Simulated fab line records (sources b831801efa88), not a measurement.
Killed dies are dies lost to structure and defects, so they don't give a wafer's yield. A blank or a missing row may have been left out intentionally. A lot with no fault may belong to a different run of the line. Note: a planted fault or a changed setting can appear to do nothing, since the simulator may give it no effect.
What tool caused it? / flow gf180mcu / 8 lots, 24 wafers sampled, at 2 steps of a route of 602

== WHAT THE GAUGES SHOWED, per wafer ==
GF_LVPWELL_TW_MEAS_11.
lot=L319; measured=day 4 01:02; on=film_metro-01; LVPWELL_TW=549 553 553
lot=L320; measured=day 4 06:07; on=film_metro-01; LVPWELL_TW=551 554 554
lot=L321; measured=day 4 12:29; on=film_metro-04; LVPWELL_TW=547 549 548
lot=L322; measured=day 4 18:49; on=film_metro-02; LVPWELL_TW=562 562 562
lot=L323; measured=day 4 21:29; on=film_metro-02; LVPWELL_TW=686 685 685
lot=L324; measured=day 5 01:34; on=film_metro-01; LVPWELL_TW=675 676 675
lot=L325; measured=day 5 09:47; on=film_metro-02; LVPWELL_TW=687 689 686
lot=L326; measured=day 5 15:20; on=film_metro-02; LVPWELL_TW=684 686 686

== WHAT TOOL EACH LOT RAN ON (gives the tool, then ch and the chambers of the sampled wafers, and finally the start) ==
lot=L319; GF_LVPWELL_IMPLANT_09=implanter-02 ch 0, day 4 00:48
lot=L320; GF_LVPWELL_IMPLANT_09=implanter-03 ch 0, day 4 05:52
lot=L321; GF_LVPWELL_IMPLANT_09=implanter-04 ch 0, day 4 12:16
lot=L322; GF_LVPWELL_IMPLANT_09=implanter-04 ch 0, day 4 18:34
lot=L323; GF_LVPWELL_IMPLANT_09=implanter-02 ch 0, day 4 21:15
lot=L324; GF_LVPWELL_IMPLANT_09=implanter-04 ch 0, day 5 01:19
lot=L325; GF_LVPWELL_IMPLANT_09=implanter-02 ch 0, day 5 09:34
lot=L326; GF_LVPWELL_IMPLANT_09=implanter-04 ch 0, day 5 15:05
- GF_LVPWELL_IMPLANT_09

== THE ANSWER, worked out from the rows above alone ==
Rule: the lots themselves supply what counts as usual. Put in order of their means at a reading, lots are off if they are a third of the lots or fewer, leave a main group of 4 or more, and stand apart from it by a gap of 3 or more times the standard deviation of the main group's means; of several such gaps the widest counts. A main group whose means are all the same, to the digits that the tables above print for the reading, isn't used. A lot without any number at a reading at which 4 lots or more have one is off too. Where the step has rows for the other lots, those lots are counted as sound.
Nothing can be told from this: no lot is off at any reading shown.

== WHAT THE SIMULATOR HAD INSERTED ==
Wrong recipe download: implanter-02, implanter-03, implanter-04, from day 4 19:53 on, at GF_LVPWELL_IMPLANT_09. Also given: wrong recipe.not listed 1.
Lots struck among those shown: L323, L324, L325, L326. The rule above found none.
